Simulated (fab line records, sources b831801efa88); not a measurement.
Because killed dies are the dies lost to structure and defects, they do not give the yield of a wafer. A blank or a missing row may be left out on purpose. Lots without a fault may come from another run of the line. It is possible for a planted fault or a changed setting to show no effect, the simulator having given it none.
What tool caused it?	flow sky130	Sampling: 6 lots, 18 wafers, 2 of 708 route steps

== WHAT THE GAUGES SHOWED, per wafer ==
SKY_FIELD_ISO_THK_MEAS_25.
lot	measured	on	FIELD_ISO_CVD_24_THK (nm)
L144	day 2 18:13	film_metro-02	598 604 600
L146	day 3 09:26	film_metro-02	595 586 591
L148	day 3 20:23	film_metro-01	609 600 591
L157	day 5 23:37	film_metro-03	584 604 604
L162	day 6 20:32	film_metro-01	584 592 588
L164	day 7 08:01	film_metro-02	597 587 591

== WHICH TOOL RAN EACH LOT (tool, then ch and the chambers of the sampled wafers, then the start) ==
lot	SKY_FIELD_ISO_CVD_24
L144	hdpcvd-01 ch 0,1,2, day 2 18:09
L146	hdpcvd-01 ch 0,1,2, day 3 09:22
L148	hdpcvd-02 ch 0,2, day 3 20:18
L157	hdpcvd-02 ch 0,1,2, day 5 23:32
L162	hdpcvd-01 ch 1,2, day 6 20:27
L164	hdpcvd-02 ch 0,2, day 7 07:56
- SKY_FIELD_ISO_CVD_24: deposits SiO2, target thk 595 nm, time 99.2 s.

== THE ANSWER, worked out from the rows above alone ==
Rule: usual is defined by the lots themselves. Put in order of their means at a reading, lots are off if they are a third of the lots or fewer, leave a main group of 4 or more, and stand apart from it by a gap of 3 or more times the standard deviation of the main group's means; of several such gaps the widest counts. If all means in a main group match to the digits the tables above print for the reading, that group is not used. A lot without any number at a reading at which 4 lots or more have one is off too. Any other lot the step has rows for is counted as sound.
No lot is off at any reading shown: from this, nothing can be told.

== WHAT THE SIMULATOR PUT IN ==
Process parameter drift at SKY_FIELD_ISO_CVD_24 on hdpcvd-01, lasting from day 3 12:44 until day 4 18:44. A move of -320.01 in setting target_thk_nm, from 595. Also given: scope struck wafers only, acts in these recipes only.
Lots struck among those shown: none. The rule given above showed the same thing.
